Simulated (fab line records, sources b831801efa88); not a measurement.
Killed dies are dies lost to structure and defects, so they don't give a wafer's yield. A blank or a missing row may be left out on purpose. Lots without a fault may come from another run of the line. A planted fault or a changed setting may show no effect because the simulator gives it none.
Split-lot experiment | flow sky130 | 5 lots, 23 wafers read, on a route of 708 steps

THE SPLIT
At SKY_FIELD_ISO_OXIDATION_01 (stabilise 600 s, purge 300 s, target thk 12 nm), the setting temp_c was moved away from the recipe's 900 C on 20 of the 23 wafers read, by -2.4% to +1.8%. The other wafers ran this setting at the recipe's value.

The file shows no step between the split and the reading.

THE READING
FIELD_ISO_OXIDATION_00_THK, in nm, at SKY_FIELD_ISO_THK_MEAS_02. Fault-free wafers of this fab line usually give 12.16 nm, standard deviation 0.19 nm.

wafer  | tool, chamber at the split | temp_c as run, C | against the recipe | FIELD_ISO_OXIDATION_00_THK, nm | against lot-mates on the recipe
L077.1 | -, -                       | 878.6            | -2.4%              | 9.50                           | no lot-mate on the recipe
L077.2 | -, -                       | 878.6            | -2.4%              | 9.34                           | no lot-mate on the recipe
L077.3 | -, -                       | 878.6            | -2.4%              | 9.21                           | no lot-mate on the recipe
L077.4 | -, -                       | 878.6            | -2.4%              | 9.65                           | no lot-mate on the recipe
L077.6 | -, -                       | 878.6            | -2.4%              | 9.35                           | no lot-mate on the recipe
L078.2 | -, -                       | 911.4            | +1.3%              | 13.97                          | no lot-mate on the recipe
L078.3 | -, -                       | 911.4            | +1.3%              | 13.87                          | no lot-mate on the recipe
L078.4 | -, -                       | 911.4            | +1.3%              | 13.86                          | no lot-mate on the recipe
L078.5 | -, -                       | 911.4            | +1.3%              | 14.11                          | no lot-mate on the recipe
L078.6 | -, -                       | 911.4            | +1.3%              | 14.00                          | no lot-mate on the recipe
L080.2 | furnace-01, 0              | 900              | recipe             | 12.10                          | -
L080.4 | furnace-01, 0              | 900              | recipe             | 12.09                          | -
L080.5 | furnace-01, 0              | 900              | recipe             | 12.12                          | -
L083.1 | -, -                       | 916.4            | +1.8%              | 14.52                          | no lot-mate on the recipe
L083.2 | -, -                       | 916.4            | +1.8%              | 14.64                          | no lot-mate on the recipe
L083.3 | -, -                       | 916.4            | +1.8%              | 14.66                          | no lot-mate on the recipe
L083.4 | -, -                       | 916.4            | +1.8%              | 14.71                          | no lot-mate on the recipe
L083.5 | -, -                       | 916.4            | +1.8%              | 14.63                          | no lot-mate on the recipe
L084.1 | -, -                       | 891.7            | -0.9%              | 11.08                          | no lot-mate on the recipe
L084.2 | -, -                       | 891.7            | -0.9%              | 11.25                          | no lot-mate on the recipe
L084.3 | -, -                       | 891.7            | -0.9%              | 11.37                          | no lot-mate on the recipe
L084.4 | -, -                       | 891.7            | -0.9%              | 11.13                          | no lot-mate on the recipe
L084.6 | -, -                       | 891.7            | -0.9%              | 11.20                          | no lot-mate on the recipe

THE FIT
A straight line over all 23 wafers: FIELD_ISO_OXIDATION_00_THK changes by +1.25 nm for each +1% of temp_c; r = +1.00; the points scatter about the line by 0.14 nm.
Too few moved wafers have a lot-mate on the recipe to fit a line with each lot's own level taken away.

THE WHOLE CHAIN: every reading that the file lists as answering this split, in the file's order
step                       | what it does                                   | reading                                                                                | change (the file's fit)              | r (the file's)
SKY_FIELD_ISO_OXIDATION_01 | stabilise 600 s, purge 300 s, target thk 12 nm | SiO2_of_FIELD_ISO_OXIDATION_01.thk_nm (the simulator's own value, which no gauge read) | +1.25 nm for each +1% of the setting | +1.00
SKY_FIELD_ISO_THK_MEAS_02  |                                                | FIELD_ISO_OXIDATION_00_THK                                                             | +1.25 for each +1% of the setting    | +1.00

THE FILE'S OWN FIT
FIELD_ISO_OXIDATION_00_THK changes by +1.25 nm for each +1% of temp_c, r = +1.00.
